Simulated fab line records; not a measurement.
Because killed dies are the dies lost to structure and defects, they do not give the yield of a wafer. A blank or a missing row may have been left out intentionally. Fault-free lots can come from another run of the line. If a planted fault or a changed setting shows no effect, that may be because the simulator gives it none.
fab line records    flow sfq_line
record: lots: 5  wafers: 23
route steps=325 shown INCOMING@2 L0@6 L0V@20 M0@32 I0@44 M1@59 I1@78 M2@92
start_h: hours from the record's first day to the start of the lot's first wafer shown    wait_h: how many hours have passed since the lot's step before this one    " identical to the entry in the row above    L1.1+2: several wafers, shown together as one row    - value missing, or start not given    * or withheld: withheld    < > ~ a bound
route shown NAME@n: NAME is a module with steps in the file, n the number in the route of the first one    usual: mean/standard deviation of fault-free wafers    same: alike in all rows    chamber/n: place in a boat    sites: per-site readings    _std_site: standard deviation of those values    _edge_site: outer sites' mean less inner sites'    radius_mm: for every site, how far away it sits from the centre of the wafer    mask NAME#n: copy n    behind: tool/chamber where the wafer was last shaped    hold: why the lot was held/for how many hours/how that ended    device: the n, p or np transistor that did not switch    end of line: the same wafers' tests at the end of the route    a step given without rows: its recipe and nothing more    killed: at the first sort, the dies lost to defects and structure; wafer yield is something else    map: shows each die of a wafer: x if killed, . if not, _ if none is there
set.NAME: the setting as run; set.NAME@STEP: as run at that earlier step    model.NAME: the simulator's own value behind a step, which no gauge read
one table per step and one row per wafer, for lots whose settings were changed on purpose
== steps ==
step: SFQ_TRILAYER_INCOMING_OXIDATION_002
recipe: temp_c: 1000  ambient: H2O  target_thk_a: 5000  p_h2o_torr: 720  ox_time_s: 4939
lot.wafer  tool        chamber  start_h  wait_h  set.ox_time_s  model.SiO2_of_TRILAYER_INCOMING_OXIDATION_002.thk_nm
L074.1     -           -        -        0.1     4939           504.4
L074.2     "           -        "        "       4939           504.6
L074.4     "           -        "        "       4939           505.7
L074.5     "           -        "        "       4939           504.5
L074.6     "           -        "        "       4939           504.9
L075.1     furnace-01  0        15.12    0.1     4939           495.6
L075.3     "           0        "        "       4939           489.1
L075.5     "           0        "        "       4939           486.1
L077.2     -           -        -        0.1     5622           556.5
L077.3     "           -        "        "       5622           559.6
L077.4     "           -        "        "       5622           563.7
L077.5     "           -        "        "       5622           560.3
L077.6     "           -        "        "       5622           559.9
L078.2     -           -        -        0.1     5623           545.4
L078.3     "           -        "        "       5623           541.6
L078.4     "           -        "        "       5623           548.1
L078.5     "           -        "        "       5623           537.3
L078.6     "           -        "        "       5623           544.6
L082.1     -           -        -        0.1     4605           463.4
L082.2     "           -        "        "       4605           474.8
L082.3     "           -        "        "       4605           472.9
L082.4     "           -        "        "       4605           475.9
L082.6     "           -        "        "       4605           472.8
step: SFQ_TRILAYER_L0_LITHO_COAT_010
recipe: resist: BARC  spin_rpm: 3000  resist_thk_nm: 62
lot.wafer  tool            chamber  start_h  wait_h  set.spin_rpm  model.BARC_of_TRILAYER_L0_LITHO_COAT_010.thk_nm
L074.1     litho_track-04  0        12.74    0.1     3088          61.53
L074.2     "               0        "        "       3088          61.65
L074.4     "               0        "        "       3000          62.4
L074.5     "               0        "        "       3088          61.42
L074.6     "               0        "        "       3000          62.17
L075.1     litho_track-03  0        17.74    0.1     3000          62.05
L075.3     "               0        "        "       3000          62.01
L075.5     "               0        "        "       3000          62.09
L077.2+6   litho_track-03  0        27.79    0.1     3000          61.78
L077.3     "               0        "        "       3221          59.66
L077.4     "               0        "        "       3221          59.63
L077.5     "               0        "        "       3000          62.01
L078.2     litho_track-02  0        32.79    0.1     3000          61.98
L078.3     "               0        "        "       2883          63.05
L078.4     "               0        "        "       3000          61.7
L078.5     "               0        "        "       2883          63.03
L078.6     "               0        "        "       2883          62.95
L082.1+2   litho_track-03  0        52.74    0.1     3088          61.11
L082.3     "               0        "        "       3000          62.19
L082.4     "               0        "        "       3000          61.94
L082.6     "               0        "        "       3088          61.4
step: SFQ_TRILAYER_L0_VIA_LITHO_EXPOSE_014
recipe: mask_id: L0V  na: 0.6  source_shape: conventional  sigma_outer: 0.65  target_cd_nm: 700  dose_mj: 21.3
lot.wafer       tool            chamber  start_h  wait_h  mask   set.dose_mj
L074.1+4+5      krf_scanner-01  0        92.62    -       L0V#0  22.65
L074.2+6        "               0        "        "       L0V#0  21.3
L075.1+3+5      krf_scanner-02  0        97.41    -       L0V#0  21.3
L077.2+3+4+5+6  krf_scanner-02  0        109.61   -       L0V#0  21.3
L078.2+4+6      krf_scanner-02  0        114.41   -       L0V#0  22.08
L078.3+5        "               0        "        "       L0V#0  21.3
L082.1+3+6      krf_scanner-02  0        132.21   -       L0V#0  21.3
L082.2+4        "               0        "        "       L0V#0  20.58
step: SFQ_TRILAYER_L0_VIA_LITHO_PEB_016
recipe: peb_temp_c: 115  peb_time_s: 60  resist: KrF
step: SFQ_TRILAYER_L0_VIA_LITHO_DEVELOP_015
recipe: time_s: 60  resist: KrF
step: SFQ_TRILAYER_L0_VIA_BARC_OPEN_VIA_ETCH_021
recipe: mask_material: PR  chemistry: O2  target_depth_nm: 125  target: BARC  source_w: 500  bias_w: 80  pressure_mtorr: 30  time_s: 41.7
lot.wafer  tool         chamber  start_h  wait_h  set.dose_mj@TRILAYER_L0_VIA_LITHO_EXPOSE_014  model.L0V.cd_nm
L074.1     rie_diel-01  1        94.16    0.0     22.65                                         708.8
L074.2     "            2        "        "       21.3                                          698.6
L074.4     "            0        "        "       22.65                                         709.3
L074.5     "            3        "        "       22.65                                         711.1
L074.6     "            0        "        "       21.3                                          699.7
L075.1     rie_diel-04  0        98.95    0.0     21.3                                          701.1
L075.3+5   "            3,1      "        "       21.3                                          700.8
L077.2+3   rie_diel-02  0,2      110.95   0.0     21.3                                          700
L077.4     "            3        "        "       21.3                                          697.2
L077.5     "            1        "        "       21.3                                          698.9
L077.6     "            0        "        "       21.3                                          699.5
L078.2     rie_diel-01  3        115.75   0.0     22.08                                         709.4
L078.3     "            1        "        "       21.3                                          701.3
L078.4     "            2        "        "       22.08                                         707.5
L078.5     "            1        "        "       21.3                                          703.2
L078.6     "            0        "        "       22.08                                         707.6
L082.1     rie_diel-04  2        133.75   0.0     21.3                                          696.8
L082.2     "            3        "        "       20.58                                         693.7
L082.3     "            0        "        "       21.3                                          701.2
L082.4     "            1        "        "       20.58                                         692.8
L082.6     "            3        "        "       21.3                                          700.2
step: SFQ_TRILAYER_M0_LITHO_COAT_026
recipe: resist: BARC  spin_rpm: 3000  resist_thk_nm: 62
lot.wafer   tool            chamber  start_h  wait_h  set.resist_thk_nm  model.BARC_of_TRILAYER_M0_LITHO_COAT_026.thk_nm
L074.1      litho_track-01  0        95.31    0.1     64.7               64.72
L074.2      "               0        "        "       62                 61.88
L074.4      "               0        "        "       64.7               64.44
L074.5      "               0        "        "       62                 61.84
L074.6      "               0        "        "       64.7               64.77
L075.1      litho_track-04  0        100.22   0.2     62                 62
L075.3      "               0        "        "       62                 62.14
L075.5      "               0        "        "       62                 62.26
L077.2      litho_track-04  0        112.16   0.1     62                 61.92
L077.3      "               0        "        "       62                 61.75
L077.4      "               0        "        "       62                 62
L077.5      "               0        "        "       62                 61.79
L077.6      "               0        "        "       62                 61.94
L078.2      litho_track-01  0        117.56   0.1     62                 62.09
L078.3      "               0        "        "       62                 61.86
L078.4      "               0        "        "       62                 62.06
L078.5      "               0        "        "       62                 61.87
L078.6      "               0        "        "       62                 61.97
L082.1+2+3  litho_track-02  0        134.91   0.1     62                 61.9
L082.4      "               0        "        "       59.94              59.81
L082.6      "               0        "        "       59.94              59.98
step: SFQ_TRILAYER_I0_CMP_CMP_028
recipe: material: SiO2  down_force_psi: 3  platen_rpm: 60  pad_velocity_m_s: 0.94248
lot.wafer  tool    chamber  start_h  wait_h  set.leave_above_ref_nm  model.SiO2_of_TRILAYER_I0_DEP_PECVD_027.thk_nm
L074.4     cmp-02  0        184.46   12.5    187.3                   187.6
L074.2     "       2        185.46   13.5    200                     200.9
L074.1     "       3        "        "       200                     199.2
L074.5     "       0        "        "       187.3                   187.1
L074.6     "       1        "        "       187.3                   187
L075.1     cmp-02  2        188.46   10.3    200                     201.1
L075.3     "       3        "        "       200                     199.8
L075.5     "       1        189.96   11.7    200                     200
L077.4     cmp-02  3        199.96   6.1     213.5                   213.7
L077.3     "       0        "        "       213.5                   213.2
L077.2+5   "       1,3      "        "       200                     199.2
L077.6     "       2        "        "       213.5                   213.8
L078.3     cmp-01  1        213.94   0.0     200                     200.3
L078.4     "       2        "        "       206.3                   205.5
L078.2     "       0        215.44   1.5     206.3                   205.8
L078.6     "       1        "        "       200                     200.5
L078.5     "       2        "        "       206.3                   206.6
L082.1     cmp-01  3        236.12   0.0     208.5                   207.6
L082.2     "       0        "        "       208.5                   208.8
L082.4     "       1        "        "       200                     200.5
L082.3     "       2        "        "       200                     200.1
L082.6     "       3        "        "       208.5                   209.1
step: SFQ_TRILAYER_I0_METRO_MEASURE_029
usual: thk_nm: 200.5/1
lot.wafer  tool           chamber  start_h  wait_h  set.leave_above_ref_nm@TRILAYER_I0_CMP_CMP_028  thk_nm
L074.1     film_metro-03  -        187.58   0.1     200                                             199.1
L074.2     "              -        "        "       200                                             200.7
L074.4     "              -        "        "       187.3                                           187.6
L074.5     "              -        "        "       187.3                                           187.0
L074.6     "              -        "        "       187.3                                           187.1
L075.1     film_metro-03  -        190.58   0.1     200                                             201.1
L075.3     "              -        "        "       200                                             199.8
L075.5     "              -        "        "       200                                             200.0
L077.2     film_metro-01  -        202.78   0.3     200                                             199.1
L077.3     "              -        "        "       213.5                                           213.2
L077.4     "              -        "        "       213.5                                           213.4
L077.5     "              -        "        "       200                                             199.3
L077.6     "              -        "        "       213.5                                           213.9
L078.2     film_metro-04  -        217.26   0.3     206.3                                           205.6
L078.3     "              -        "        "       200                                             200.3
L078.4     "              -        "        "       206.3                                           205.5
L078.5     "              -        "        "       206.3                                           206.6
L078.6     "              -        "        "       200                                             200.5
L082.1     film_metro-01  -        239.24   0.1     208.5                                           207.7
L082.2     "              -        "        "       208.5                                           208.8
L082.3     "              -        "        "       200                                             200.1
L082.4     "              -        "        "       200                                             200.5
L082.6     "              -        "        "       208.5                                           209.1
step: SFQ_TRILAYER_I0_VIA_LITHO_PEB_034
recipe: peb_temp_c: 115  peb_time_s: 60  resist: KrF
lot.wafer   tool            chamber  start_h  wait_h  set.peb_temp_c
L074.1+2+6  litho_track-01  0        297.41   1.0     115
L074.4+5    "               0        "        "       118.7
L075.1+3+5  litho_track-04  0        303.41   1.0     115
L077.2+4+5  litho_track-03  0        325.82   0.8     113.8
L077.3+6    "               0        "        "       115
L078.2+4    litho_track-04  0        337.82   0.8     115
L078.3+5+6  "               0        "        "       117.4
L082.1+6    litho_track-01  0        355.89   1.0     112.2
L082.2+3+4  "               0        "        "       115
step: SFQ_TRILAYER_I0_VIA_LITHO_DEVELOP_033
recipe: time_s: 60  resist: KrF
step: SFQ_TRILAYER_I0_VIA_BARC_OPEN_VIA_ETCH_046
recipe: mask_material: PR  chemistry: O2  target_depth_nm: 125  target: BARC  source_w: 500  bias_w: 80  pressure_mtorr: 30  time_s: 43.31
lot.wafer  tool         chamber  start_h  wait_h  set.peb_temp_c@TRILAYER_I0_VIA_LITHO_PEB_034  model.I0.cd_nm
L074.1     rie_diel-01  1        297.75   0.0     115                                           497.9
L074.2     "            3        "        "       115                                           498.6
L074.4     "            0        "        "       118.7                                         556.5
L074.5     "            1        "        "       118.7                                         557.3
L074.6     "            0        "        "       115                                           499.2
L075.1     rie_diel-03  3        303.75   0.0     115                                           500.9
L075.3     "            2        "        "       115                                           501.6
L075.5     "            1        "        "       115                                           501.9
L077.2     rie_diel-01  3        326.13   0.0     113.8                                         479.9
L077.3     "            2        "        "       115                                           503.3
L077.4     "            1        "        "       113.8                                         477.8
L077.5     "            2        "        "       113.8                                         479.7
L077.6     "            1        "        "       115                                           499.4
L078.2     rie_diel-01  3        338.13   0.0     115                                           501.2
L078.3     "            2        "        "       117.4                                         541.7
L078.4     "            0        "        "       115                                           501.7
L078.5     "            3        "        "       117.4                                         540.8
L078.6     "            0        "        "       117.4                                         539.6
L082.1     rie_diel-01  1        356.23   0.0     112.2                                         443
L082.2     "            2        "        "       115                                           501.5
L082.3     "            3        "        "       115                                           499.9
L082.4     "            0        "        "       115                                           500.4
L082.6     "            0        "        "       112.2                                         444.2
step: SFQ_TRILAYER_I0_VIA_ETCH_VIA_ETCH_034
recipe: target: SiO2  stop_on: Nb  mask_material: PR  taper_deg: 20  chemistry: CHF3  target_depth_nm: 260  source_w: 500  bias_w: 80  pressure_mtorr: 30  time_s: withheld
usual: oes_product_au: 0.856/0.0042
lot.wafer  tool         chamber  start_h  wait_h  set.leave_above_ref_nm@TRILAYER_I0_CMP_CMP_028  oes_product_au  model.I0.feature_depth_nm
L074.1     rie_diel-01  1        297.79   0.0     200                                             0.852           199.2
L074.2     "            3        "        "       200                                             0.860           200.9
L074.4     "            0        "        "       187.3                                           0.826           187.6
L074.5     "            1        "        "       187.3                                           0.824           187.1
L074.6     "            0        "        "       187.3                                           0.828           187
L075.1     rie_diel-03  3        303.79   0.0     200                                             0.861           201
L075.3     "            2        "        "       200                                             0.863           199.8
L075.5     "            1        "        "       200                                             0.853           200
L077.2     rie_diel-01  3        326.17   0.0     200                                             0.855           199.1
L077.3     "            2        "        "       213.5                                           0.890           213.2
L077.4     "            1        "        "       213.5                                           0.889           213.7
L077.5     "            2        "        "       200                                             0.861           199.2
L077.6     "            1        "        "       213.5                                           0.889           213.8
L078.2     rie_diel-01  3        338.17   0.0     206.3                                           0.864           205.8
L078.3     "            2        "        "       200                                             0.862           200.3
L078.4     "            0        "        "       206.3                                           0.865           205.5
L078.5     "            3        "        "       206.3                                           0.869           206.6
L078.6     "            0        "        "       200                                             0.856           200.4
L082.1     rie_diel-01  1        356.27   0.0     208.5                                           0.875           207.6
L082.2     "            2        "        "       208.5                                           0.876           208.8
L082.3     "            3        "        "       200                                             0.860           200
L082.4     "            0        "        "       200                                             0.855           200.4
L082.6     "            0        "        "       208.5                                           0.880           209.1
step: SFQ_TRILAYER_M1_DEP_SPUTTER_037
recipe: material: Nb  base_pressure_pa: 1.33e-06  chamber_pressure_pa: 0.1333  substrate_temp_c: 20  resputter_cathode_voltage_v: 400  target_thk_nm: 200  power_w: 2000  time_s: 133.3
lot.wafer  tool            chamber  start_h  wait_h  set.time_s  model.Nb_of_TRILAYER_M1_DEP_SPUTTER_037.thk_nm
L074.1     pvd_sputter-06  -        298.70   0.0     133.3       195
L074.2     "               -        "        "       133.3       198.3
L074.4     "               -        "        "       133.3       196.2
L074.5     "               -        "        "       133.3       194.8
L074.6     "               -        "        "       133.3       201.3
L075.1     pvd_sputter-05  -        304.70   0.0     133.3       198.7
L075.3     "               -        "        "       133.3       201.2
L075.5     "               -        "        "       133.3       198.5
L077.2     pvd_sputter-05  -        327.09   0.0     133.3       198.4
L077.3     "               -        "        "       118.1       172.7
L077.4     "               -        "        "       118.1       174
L077.5     "               -        "        "       133.3       198.8
L077.6     "               -        "        "       133.3       196.3
L078.2+6   pvd_sputter-03  -        339.09   0.0     141.2       210.5
L078.3     "               -        "        "       133.3       202.1
L078.4     "               -        "        "       133.3       201.3
L078.5     "               -        "        "       141.2       215
L082.1     pvd_sputter-03  -        357.19   0.0     133.3       198.9
L082.2     "               -        "        "       120.6       179
L082.3     "               -        "        "       133.3       199.8
L082.4     "               -        "        "       120.6       183.1
L082.6     "               -        "        "       120.6       179.7
step: SFQ_M1_RS_MEAS_909
recipe: thk_meas_gauge: four-point-probe  reads: Nb_of_TRILAYER_M1_DEP_SPUTTER_037
usual: M1_NB_RS: 0.896/0.0092
lot.wafer  tool           chamber  start_h  wait_h  set.time_s@TRILAYER_M1_DEP_SPUTTER_037  M1_NB_RS[ohm/sq]
L074.1     film_metro-01  -        298.80   0.0     133.3                                   0.912
L074.2     "              -        "        "       133.3                                   0.898
L074.4     "              -        "        "       133.3                                   0.906
L074.5     "              -        "        "       133.3                                   0.913
L074.6     "              -        "        "       133.3                                   0.883
L075.1     film_metro-02  -        304.80   0.0     133.3                                   0.896
L075.3     "              -        "        "       133.3                                   0.883
L075.5     "              -        "        "       133.3                                   0.896
L077.2     film_metro-01  -        327.20   0.1     133.3                                   0.896
L077.3     "              -        "        "       118.1                                   1.032
L077.4     "              -        "        "       118.1                                   1.026
L077.5     "              -        "        "       133.3                                   0.895
L077.6     "              -        "        "       133.3                                   0.907
L078.2     film_metro-02  -        339.20   0.1     141.2                                   0.846
L078.3     "              -        "        "       133.3                                   0.882
L078.4     "              -        "        "       133.3                                   0.883
L078.5     "              -        "        "       141.2                                   0.828
L078.6     "              -        "        "       141.2                                   0.843
L082.1     film_metro-04  -        357.28   0.0     133.3                                   0.894
L082.2     "              -        "        "       120.6                                   0.994
L082.3     "              -        "        "       133.3                                   0.888
L082.4     "              -        "        "       120.6                                   0.970
L082.6     "              -        "        "       120.6                                   0.991
step: SFQ_TRILAYER_M1_LITHO_COAT_039
recipe: resist: KrF  spin_rpm: 3000  resist_thk_nm: 600
lot.wafer       tool            chamber  start_h  wait_h  set.spin_rpm
L074.1+2+4+5+6  litho_track-02  0        299.28   0.2     3000
L075.1+3+5      litho_track-03  0        305.28   0.2     3000
L077.2+3+5      litho_track-04  0        327.71   0.2     3095
L077.4+6        "               0        "        "       3000
L078.2+5        litho_track-04  0        339.71   0.2     3000
L078.3+4+6      "               0        "        "       3130
L082.1+2+3+4+6  litho_track-04  0        357.76   0.2     3000
step: SFQ_TRILAYER_M1_LITHO_SOFTBAKE_043
recipe: temp_c: withheld  time_s: withheld  resist: KrF
step: SFQ_TRILAYER_M1_LITHO_EXPOSE_040
recipe: mask_id: M1  na: 0.6  source_shape: conventional  sigma_outer: 0.65  target_cd_nm: 500  dose_mj: 14.4
step: SFQ_TRILAYER_M1_BARC_OPEN_METAL_ETCH_054
recipe: mask_material: PR  chemistry: O2  target_depth_nm: 125  target: BARC  icp_w: 600  bias_w: 80  pressure_mtorr: 10  time_s: 41.7
step: SFQ_TRILAYER_M1_ETCH_METAL_ETCH_042
recipe: target: Nb  stop_on: SiO2  mask_material: PR  chemistry: Cl2/Ar  target_depth_nm: 240  icp_w: 592.6  bias_w: 80  pressure_mtorr: 10  time_s: 120
usual: oes_product_au: 0.890/0.0064
lot.wafer  tool          chamber  start_h  wait_h  set.time_s@TRILAYER_M1_DEP_SPUTTER_037  oes_product_au
L074.1     rie_metal-01  1        318.87   0.0     133.3                                   0.880
L074.2     "             0        "        "       133.3                                   0.891
L074.4     "             0        "        "       133.3                                   0.882
L074.5     "             1        "        "       133.3                                   0.886
L074.6     "             0        "        "       133.3                                   0.893
L075.1     rie_metal-02  0        322.47   0.0     133.3                                   0.889
L075.3     "             0        "        "       133.3                                   0.892
L075.5     "             0        "        "       133.3                                   0.891
L077.2     rie_metal-04  0        341.47   0.0     133.3                                   0.889
L077.3     "             0        "        "       118.1                                   0.825
L077.4     "             1        "        "       118.1                                   0.828
L077.5     "             1        "        "       133.3                                   0.895
L077.6     "             0        "        "       133.3                                   0.885
L078.2     rie_metal-04  0        348.67   0.0     141.2                                   0.927
L078.3     "             0        "        "       133.3                                   0.888
L078.4     "             1        "        "       133.3                                   0.890
L078.5     "             0        "        "       141.2                                   0.940
L078.6     "             1        "        "       141.2                                   0.927
L082.1     rie_metal-02  1        365.57   0.0     133.3                                   0.890
L082.2     "             0        "        "       120.6                                   0.832
L082.3     "             1        "        "       133.3                                   0.886
L082.4     "             0        "        "       120.6                                   0.850
L082.6     "             0        "        "       120.6                                   0.837
step: SFQ_TRILAYER_I1_VIA_LITHO_COAT_049
recipe: resist: KrF  spin_rpm: 3000  resist_thk_nm: 650
lot.wafer  tool            chamber  start_h  wait_h  set.resist_thk_nm  model.KrF_of_TRILAYER_I1_VIA_LITHO_COAT_049.thk_nm
L074.1     litho_track-02  0        325.56   0.2     650                650.7
L074.2     "               0        "        "       635.5              635
L074.4     "               0        "        "       650                649.7
L074.5     "               0        "        "       650                650.5
L074.6     "               0        "        "       635.5              635.5
L075.1     litho_track-02  0        328.79   0.2     650                650
L075.3     "               0        "        "       650                650.8
L075.5     "               0        "        "       650                649.8
L077.2     litho_track-01  0        347.12   0.2     621.6              622.7
L077.3     "               0        "        "       621.6              621.9
L077.4     "               0        "        "       650                651
L077.5     "               0        "        "       650                650.3
L077.6     "               0        "        "       621.6              620.8
L078.2+6   litho_track-02  0        354.92   0.2     650                651.1
L078.3     "               0        "        "       650                652.9
L078.4     "               0        "        "       650                650.9
L078.5     "               0        "        "       650                653.3
L082.1     litho_track-01  0        371.35   0.2     650                650.4
L082.2     "               0        "        "       650                651.1
L082.3     "               0        "        "       650                651.6
L082.4     "               0        "        "       650                651.5
L082.6     "               0        "        "       650                650.1
step: SFQ_TRILAYER_M2_LITHO_COAT_062
recipe: resist: BARC  spin_rpm: 3000  resist_thk_nm: 62
lot.wafer  tool            chamber  start_h  wait_h  set.resist_thk_nm  model.BARC_of_TRILAYER_M2_LITHO_COAT_062.thk_nm
L074.1     litho_track-01  0        342.44   0.1     62                 62.31
L074.2     "               0        "        "       62                 62.21
L074.4     "               0        "        "       62                 62.01
L074.5     "               0        "        "       62                 62.16
L074.6     "               0        "        "       62                 62.13
L075.1     litho_track-02  0        343.84   0.1     62                 62.14
L075.3     "               0        "        "       62                 62.13
L075.5     "               0        "        "       62                 62.02
L077.2     litho_track-04  0        355.99   0.1     59.31              59.25
L077.3     "               0        "        "       59.31              59.15
L077.4     "               0        "        "       59.31              59.18
L077.5     "               0        "        "       62                 62.04
L077.6     "               0        "        "       62                 61.92
L078.2     litho_track-04  0        363.19   0.1     62                 62.1
L078.3     "               0        "        "       64.55              64.72
L078.4     "               0        "        "       64.55              64.75
L078.5     "               0        "        "       64.55              64.67
L078.6     "               0        "        "       62                 62.08
L082.1     litho_track-04  0        381.32   0.1     60.05              60.26
L082.2     "               0        "        "       62                 62.33
L082.3     "               0        "        "       62                 62.38
L082.4     "               0        "        "       60.05              60.33
L082.6     "               0        "        "       62                 62.15
== key ==
split: step: SFQ_TRILAYER_INCOMING_OXIDATION_002  setting: ox_time_s  stated: 4939  by: lot
response: step: SFQ_TRILAYER_INCOMING_OXIDATION_002  reading: model.SiO2_of_TRILAYER_INCOMING_OXIDATION_002.thk_nm  change: +3.84  per: 1%  r: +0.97
split: step: SFQ_TRILAYER_L0_LITHO_COAT_010  setting: spin_rpm  stated: 3000  by: wafer
response: step: SFQ_TRILAYER_L0_LITHO_COAT_010  reading: model.BARC_of_TRILAYER_L0_LITHO_COAT_010.thk_nm  change: -0.295  per: 1%  r: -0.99
split: step: SFQ_TRILAYER_L0_VIA_LITHO_EXPOSE_014  setting: dose_mj  stated: 21.3  by: wafer
response: step: SFQ_TRILAYER_L0_VIA_BARC_OPEN_VIA_ETCH_021  reading: model.L0V.cd_nm  change: +1.68  per: 1%  r: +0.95
split: step: SFQ_TRILAYER_M0_LITHO_COAT_026  setting: resist_thk_nm  stated: 62  by: wafer
response: step: SFQ_TRILAYER_M0_LITHO_COAT_026  reading: model.BARC_of_TRILAYER_M0_LITHO_COAT_026.thk_nm  change: +0.626  per: 1%  r: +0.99
split: step: SFQ_TRILAYER_I0_CMP_CMP_028  setting: leave_above_ref_nm  stated: 200  by: wafer
response: step: SFQ_TRILAYER_I0_CMP_CMP_028  reading: model.SiO2_of_TRILAYER_I0_DEP_PECVD_027.thk_nm  change: +2.03  per: 1%  r: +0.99
response: step: SFQ_TRILAYER_I0_METRO_MEASURE_029  reading: thk_nm  change: +2.01  per: 1%  r: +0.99
response: step: SFQ_TRILAYER_I0_VIA_ETCH_VIA_ETCH_034  reading: oes_product_au  change: +0.00448  per: 1%  r: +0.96
response: step: SFQ_TRILAYER_I0_VIA_ETCH_VIA_ETCH_034  reading: model.I0.feature_depth_nm  change: +2.03  per: 1%  r: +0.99
split: step: SFQ_TRILAYER_I0_VIA_LITHO_PEB_034  setting: peb_temp_c  stated: 115  by: wafer
response: step: SFQ_TRILAYER_I0_VIA_BARC_OPEN_VIA_ETCH_046  reading: model.I0.cd_nm  change: +19.9  per: 1%  r: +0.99
split: step: SFQ_TRILAYER_M1_DEP_SPUTTER_037  setting: time_s  stated: 133.3  by: wafer
response: step: SFQ_TRILAYER_M1_DEP_SPUTTER_037  reading: model.Nb_of_TRILAYER_M1_DEP_SPUTTER_037.thk_nm  change: +2.02  per: 1%  r: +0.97
response: step: SFQ_M1_RS_MEAS_909  reading: M1_NB_RS  change: -0.0103  per: 1%  r: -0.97
response: step: SFQ_TRILAYER_M1_ETCH_METAL_ETCH_042  reading: oes_product_au  change: +0.00559  per: 1%  r: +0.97
split: step: SFQ_TRILAYER_M1_LITHO_COAT_039  setting: spin_rpm  stated: 3000  by: wafer
response none clear
split: step: SFQ_TRILAYER_I1_VIA_LITHO_COAT_049  setting: resist_thk_nm  stated: 650  by: wafer
response: step: SFQ_TRILAYER_I1_VIA_LITHO_COAT_049  reading: model.KrF_of_TRILAYER_I1_VIA_LITHO_COAT_049.thk_nm  change: +6.63  per: 1%  r: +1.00
split: step: SFQ_TRILAYER_M2_LITHO_COAT_062  setting: resist_thk_nm  stated: 62  by: wafer
response: step: SFQ_TRILAYER_M2_LITHO_COAT_062  reading: model.BARC_of_TRILAYER_M2_LITHO_COAT_062.thk_nm  change: +0.639  per: 1%  r: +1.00
